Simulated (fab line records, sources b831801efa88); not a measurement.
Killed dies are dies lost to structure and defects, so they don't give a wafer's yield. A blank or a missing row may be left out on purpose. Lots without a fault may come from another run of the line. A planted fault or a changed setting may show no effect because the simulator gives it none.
fab line records | flow gf180mcu
record lots=12 wafers=36 last_day=34
route steps=602 shown VT_IMPLANT@108 HV_LDD@182
lots that met no fault: from a run of the same line without faults
start_h: hours from the record's first day to the start of the lot's first wafer shown | wait_h: hours since the lot's step before | " the same as in the row above | L1.1+2: a row that stands for several wafers | - no value, or no start given | * or withheld: withheld | < > ~ a bound
route shown NAME@n: a module of which the file shows steps, and the number in the route of the first | usual: mean/standard deviation of fault-free wafers | same: alike in all rows | chamber/n: place in a boat | sites: the reading at each site | _std_site: their standard deviation | _edge_site: outer sites' mean less inner sites' | radius_mm: how far each site lies from the wafer's centre | mask NAME#n: copy n | behind: the tool/chamber that last shaped the wafer | hold: why the lot was held/for how many hours/how that ended | device: the transistor (n, p or np) that didn't switch | end of line: the same wafers' tests at the end of the route | a step without rows: its recipe alone | killed: dies lost to structure and defects at the first sort, not the wafer's yield | map: a wafer's dies, x killed, . not, _ none there
set.NAME: the setting as run; set.NAME@STEP: as run at that earlier step | model.NAME: the simulator's own value behind a step, which no gauge read
steps of the route over a sample of lots; a table a step, a row a wafer
services: from which hour (start_h, from the record's first day; less than 0 if before it) a tool's chamber was out of use, for how many hours, and why
## steps
# step GF_VT_IMPLANT_OVL_MEAS_18
# usual VT_IMPLANT_01_OVL=-0.3/1.6
# columns lot.wafer tool chamber start_h wait_h VT_IMPLANT_01_OVL[nm]
L891.3 overlay-02 - 125.89 0.1 0.5
L891.5 " - " " -0.5
L891.6 " - " " -2.8
L892.1 overlay-01 - 132.83 0.1 3.3
L892.5 " - " " 2.1
L892.6 " - " " 2.0
L893.3 overlay-02 - 139.85 0.1 -4.0
L893.5 " - " " -0.8
L893.6 " - " " -2.6
L894.2 overlay-02 - 142.33 0.1 -1.1
L894.3 " - " " -0.2
L894.4 " - " " 0.7
L895.3 overlay-01 - 152.94 0.1 -0.1
L895.4 " - " " -1.0
L895.6 " - " " -1.0
L897.2 overlay-02 - 161.98 0.1 0.3
L897.3 " - " " -2.3
L897.4 " - " " -0.4
L899.3 overlay-01 - 178.84 0.1 -2.4
L899.4 " - " " -1.7
L899.6 " - " " -2.3
L902.1 overlay-02 - 196.57 0.1 -2.0
L902.2 " - " " -2.5
L902.5 " - " " -2.0
L907.1 overlay-01 - 227.24 0.1 -1.6
L907.4 " - " " -2.5
L907.5 " - " " -0.3
L911.2 overlay-02 - 253.38 0.1 0.5
L911.5 " - " " -0.2
L911.6 " - " " 1.5
L912.1 overlay-01 - 259.97 0.1 -0.5
L912.4 " - " " -1.3
L912.5 " - " " 0.5
L913.1 overlay-01 - 271.42 0.1 -1.3
L913.2 " - " " -0.9
L913.6 " - " " -2.5
# step GF_VT_IMPLANT_STRIP_42
# recipe chemistry=O2/N2 power_w=1400 pressure_mtorr=1500 platen_temp_c=250 o2_flow_sccm=3000 n2_flow_sccm=300 overash_fraction=0.5
# usual drypump_motor_current_A=5.8/0.4 heater_power_w=354/39 n2_flow_sccm=299.9/0.95 oes_product_au=0.716/0.005 strip_time_to_endpoint_s=12.64/0.036
# columns lot.wafer tool chamber start_h wait_h drypump_motor_current_A heater_power_w n2_flow_sccm oes_product_au rf_hours_counter_h strip_time_to_endpoint_s
L891.3 plasma_asher-04 0 157.29 0.1 5.2 422 298.9 0.712 - 12.66
L891.5 " 0 " " 5.2 430 298.6 0.710 - 12.66
L891.6 " 1 " " 5.7 382 301.4 0.720 - 12.66
L892.1 plasma_asher-03 1 164.72 0.1 5.6 308 301.0 0.713 5 12.58
L892.5 " 0 " " 6.4 360 300.5 0.724 - 12.59
L892.6 " 1 " " 5.6 307 302.0 0.715 - 12.55
L893.3 plasma_asher-02 0 172.10 0.1 5.6 319 300.2 0.705 - 12.58
L893.5 " 0 " " 5.6 316 299.0 0.713 - 12.61
L893.6 " 1 " " 6.0 339 300.4 0.719 - 12.61
L894.2 plasma_asher-04 1 174.16 0.1 5.7 384 299.5 0.708 51 12.59
L894.3 " 0 " " 5.2 430 301.3 0.714 - 12.63
L894.4 " 1 " " 5.7 390 299.5 0.714 - 12.61
L895.3 plasma_asher-03 1 185.45 0.1 5.6 309 299.5 0.717 - 12.65
L895.4 " 0 " " 6.4 345 299.9 0.718 - 12.66
L895.6 " 0 " " 6.4 357 299.1 0.719 - 12.62
L897.2 plasma_asher-02 0 195.36 0.1 5.6 318 299.7 0.718 42 12.61
L897.3 " 1 " " 6.0 347 300.1 0.712 - 12.58
L897.4 " 0 " " 5.6 315 300.1 0.720 - 12.63
L899.3 plasma_asher-04 0 213.46 0.1 5.2 426 299.4 0.710 - 12.69
L899.4 " 1 " " 5.7 378 300.1 0.718 - 12.62
L899.6 " 1 " " 5.7 383 301.9 0.714 - 12.65
L902.1 plasma_asher-03 1 231.11 0.1 5.6 309 300.0 0.719 11 12.63
L902.2 " 0 " " 6.4 358 299.5 0.720 11 12.66
L902.5 " 0 " " 6.4 348 299.8 0.713 - 12.62
L907.1 plasma_asher-04 0 264.17 0.1 5.2 415 301.3 0.721 60 12.69
L907.4 " 1 " " 5.7 377 300.6 0.719 - 12.68
L907.5 " 1 " " 5.7 374 299.2 0.721 - 12.67
L911.2 plasma_asher-03 0 293.06 0.1 6.4 351 298.9 0.707 19 12.63
L911.5 " 0 " " 6.4 348 298.5 0.722 - 12.59
L911.6 " 1 " " 5.6 307 298.9 0.702 - 12.59
L912.1 plasma_asher-03 1 298.52 0.1 5.6 302 299.6 0.719 19 12.63
L912.4 " 1 " " 5.6 298 298.9 0.719 - 12.61
L912.5 " 0 " " 6.4 357 299.4 0.711 - 12.65
L913.1 plasma_asher-03 0 311.57 0.1 6.4 356 300.9 0.721 21 12.59
L913.2 " 1 " " 5.6 309 301.0 0.715 21 12.62
L913.6 " 1 " " 5.6 300 300.3 0.717 - 12.58
# step GF_HV_LDD_DEVELOP_06
# recipe develop_time_s=60 dev_temp_c=23
# usual developer_temp_C=22.99/0.11
# columns lot.wafer tool chamber start_h wait_h developer_temp_C
L891.3 litho_track-04 0 216.04 0.1 22.83
L891.5 " 0 " " 22.90
L891.6 " 0 " " 22.86
L892.1 litho_track-04 0 222.94 0.1 22.92
L892.5 " 0 " " 23.02
L892.6 " 0 " " 22.99
L893.3 litho_track-04 0 231.49 0.1 23.02
L893.5 " 0 " " 22.95
L893.6 " 0 " " 22.97
L894.2 litho_track-02 0 234.50 0.1 22.89
L894.3 " 0 " " 22.93
L894.4 " 0 " " 22.94
L895.3 litho_track-02 0 246.57 0.1 22.90
L895.4 " 0 " " 23.01
L895.6 " 0 " " 22.89
L897.2 litho_track-04 0 257.51 0.1 22.95
L897.3 " 0 " " 23.08
L897.4 " 0 " " 23.05
L899.3 litho_track-02 0 277.87 0.1 23.03
L899.4 " 0 " " 23.11
L899.6 " 0 " " 23.11
L902.1 litho_track-03 0 297.54 0.1 23.05
L902.2 " 0 " " 22.92
L902.5 " 0 " " 23.02
L907.1 litho_track-04 0 331.99 0.1 23.02
L907.4 " 0 " " 22.94
L907.5 " 0 " " 22.91
L911.2 litho_track-04 0 363.96 0.1 20.76
L911.5 " 0 " " 20.74
L911.6 " 0 " " 20.50
L912.1 litho_track-04 0 370.08 0.1 20.65
L912.4 " 0 " " 20.63
L912.5 " 0 " " 20.81
L913.1 litho_track-03 0 385.99 0.1 22.88
L913.2 " 0 " " 23.22
L913.6 " 0 " " 23.01
# step GF_HV_LDD_CD_MEAS_07
# recipe target_cd_nm=400
# usual cd_nm=400.0/2.5
# columns lot.wafer tool chamber start_h wait_h cd_nm
L891.3 cd_sem-01 - 216.18 0.1 397.0
L891.5 " - " " 398.6
L891.6 " - " " 398.9
L892.1 cd_sem-02 - 223.09 0.1 400.8
L892.5 " - " " 399.8
L892.6 " - " " 399.2
L893.3 cd_sem-01 - 231.63 0.1 401.4
L893.5 " - " " 402.5
L893.6 " - " " 401.3
L894.2 cd_sem-01 - 234.64 0.1 400.0
L894.3 " - " " 401.6
L894.4 " - " " 400.6
L895.3 cd_sem-02 - 246.71 0.1 400.3
L895.4 " - " " 399.2
L895.6 " - " " 398.2
L897.2 cd_sem-01 - 257.66 0.1 397.5
L897.3 " - " " 400.1
L897.4 " - " " 398.7
L899.3 cd_sem-01 - 278.01 0.1 401.3
L899.4 " - " " 400.3
L899.6 " - " " 397.9
L902.1 cd_sem-01 - 297.69 0.1 398.4
L902.2 " - " " 399.0
L902.5 " - " " 397.6
L907.1 cd_sem-02 - 332.14 0.1 400.6
L907.4 " - " " 399.6
L907.5 " - " " 398.9
L911.2 cd_sem-02 - 364.10 0.1 407.9
L911.5 " - " " 407.9
L911.6 " - " " 408.1
L912.1 cd_sem-02 - 370.23 0.1 411.7
L912.4 " - " " 411.7
L912.5 " - " " 411.0
L913.1 cd_sem-02 - 386.14 0.1 399.9
L913.2 " - " " 401.0
L913.6 " - " " 397.9
# step GF_HV_LDD_STRIP_49
# recipe chemistry=O2/N2 power_w=1400 pressure_mtorr=1500 platen_temp_c=250 o2_flow_sccm=3000 n2_flow_sccm=300 overash_fraction=0.5
# usual drypump_motor_current_A=5.7/0.34 heater_power_w=368/41 n2_flow_sccm=300.1/0.96 oes_product_au=0.716/0.0046 strip_time_to_endpoint_s=12.63/0.047
# columns lot.wafer tool chamber start_h wait_h drypump_motor_current_A heater_power_w n2_flow_sccm oes_product_au rf_hours_counter_h strip_time_to_endpoint_s
L891.3 plasma_asher-02 1 272.06 0.1 6.0 349 299.7 0.716 - 12.64
L891.5 " 1 " " 6.0 352 299.3 0.727 - 12.67
L891.6 " 0 " " 5.6 317 298.3 0.718 - 12.67
L892.1 plasma_asher-04 1 279.39 0.1 5.7 377 300.7 0.712 63 12.65
L892.5 " 0 " " 5.2 413 300.2 0.717 - 12.67
L892.6 " 1 " " 5.8 388 300.2 0.712 - 12.64
L893.3 plasma_asher-04 0 289.83 0.1 5.2 424 297.9 0.725 - 12.58
L893.5 " 1 " " 5.6 382 300.4 0.713 - 12.59
L893.6 " 0 " " 5.2 412 298.9 0.714 - 12.56
L894.2 plasma_asher-04 0 293.73 0.1 5.2 412 299.8 0.719 64 12.62
L894.3 " 1 " " 5.7 382 301.5 0.715 - 12.64
L894.4 " 0 " " 5.1 416 298.7 0.728 - 12.60
L895.3 plasma_asher-02 1 305.96 0.1 6.0 344 299.7 0.715 - 12.70
L895.4 " 0 " " 5.6 321 300.3 0.717 - 12.69
L895.6 " 1 " " 6.0 344 300.7 0.714 - 12.69
L897.2 plasma_asher-01 1 317.79 0.1 6.1 426 299.7 0.718 62 12.67
L897.3 " 0 " " 6.3 293 299.0 0.716 - 12.69
L897.4 " 1 " " 6.1 408 300.7 0.714 - 12.69
L899.3 plasma_asher-04 0 340.17 0.1 5.2 429 299.5 0.715 - 12.64
L899.4 " 1 " " 5.7 388 299.8 0.715 - 12.64
L899.6 " 1 " " 5.7 375 299.9 0.708 - 12.64
L902.1 plasma_asher-04 1 361.89 0.1 5.7 380 300.9 0.721 72 12.63
L902.2 " 0 " " 5.2 422 297.9 0.720 72 12.69
L902.5 " 1 " " 5.7 384 299.3 0.712 - 12.67
L907.1 plasma_asher-04 0 400.54 0.1 5.2 422 301.2 0.714 78 12.67
L907.4 " 1 " " 5.7 372 300.5 0.720 - 12.65
L907.5 " 0 " " 5.2 418 301.9 0.726 - 12.71
L911.2 plasma_asher-02 0 435.63 0.1 5.6 329 301.2 0.711 71 12.64
L911.5 " 1 " " 6.0 355 300.6 0.719 - 12.59
L911.6 " 0 " " 5.6 316 300.2 0.714 - 12.63
L912.1 plasma_asher-02 1 441.79 0.1 6.0 354 299.3 0.716 72 12.63
L912.4 " 0 " " 5.6 318 300.3 0.711 - 12.58
L912.5 " 0 " " 5.6 321 299.3 0.725 - 12.55
L913.1 plasma_asher-02 1 460.29 0.1 6.0 353 300.2 0.715 74 12.55
L913.2 " 0 " " 5.6 316 299.2 0.718 74 12.59
L913.6 " 1 " " 6.0 356 301.2 0.713 - 12.52
## services
# columns tool chamber start_h hours kind
plasma_asher-04 - 175.00 3.5 repair
plasma_asher-04 - 179.18 1.7 repair
plasma_asher-03 - 197.43 6.9 repair
plasma_asher-04 - 221.25 3.4 repair
plasma_asher-03 - 227.18 2.8 pm
plasma_asher-01 - 240.03 42.7 repair
plasma_asher-02 - 286.77 5.9 repair
plasma_asher-04 - 305.50 0.6 repair
plasma_asher-01 - 340.60 1.1 repair
plasma_asher-01 - 344.27 54.7 repair
plasma_asher-03 - 389.78 2.5 repair
plasma_asher-01 - 421.25 9.0 pm
plasma_asher-01 0 421.25 9.0 vent_cycle
plasma_asher-01 1 421.25 9.0 vent_cycle
plasma_asher-01 0 430.25 - clean
plasma_asher-01 1 430.25 - clean
plasma_asher-02 - 439.13 2.3 repair
## key
first_sign step=GF_HV_LDD_DEVELOP_06 reading=developer_temp_C direction=down sigmas=21 usual=* struck=*
effect step=GF_HV_LDD_CD_MEAS_07 reading=cd_nm direction=up sigmas=4 usual=400.0 struck=409.7
met_at GF_HV_LDD_DEVELOP_06
struck_lots L911,L912
tester_left_out L911,L912
not_acting_at GF_VT_IMPLANT_OVL_MEAS_18,GF_VT_IMPLANT_STRIP_42,GF_HV_LDD_STRIP_49
onset_between 331.99 363.96
fault kind=process_parameter_drift tool=litho_track-04 chamber=- onset_h=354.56 steps=GF_HV_LDD_DEVELOP_06 channel=dev_temp_c offset=* shape=step end_h=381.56 acts_in=* stated=*
# tester_left_out: of these lots the tester's yield and bins aren't shown, on N5 and GAA mostly nor the transistor test; their killed dies are dies lost to structure and defects alone, not to doping, threshold or leakage, so they don't give the yield
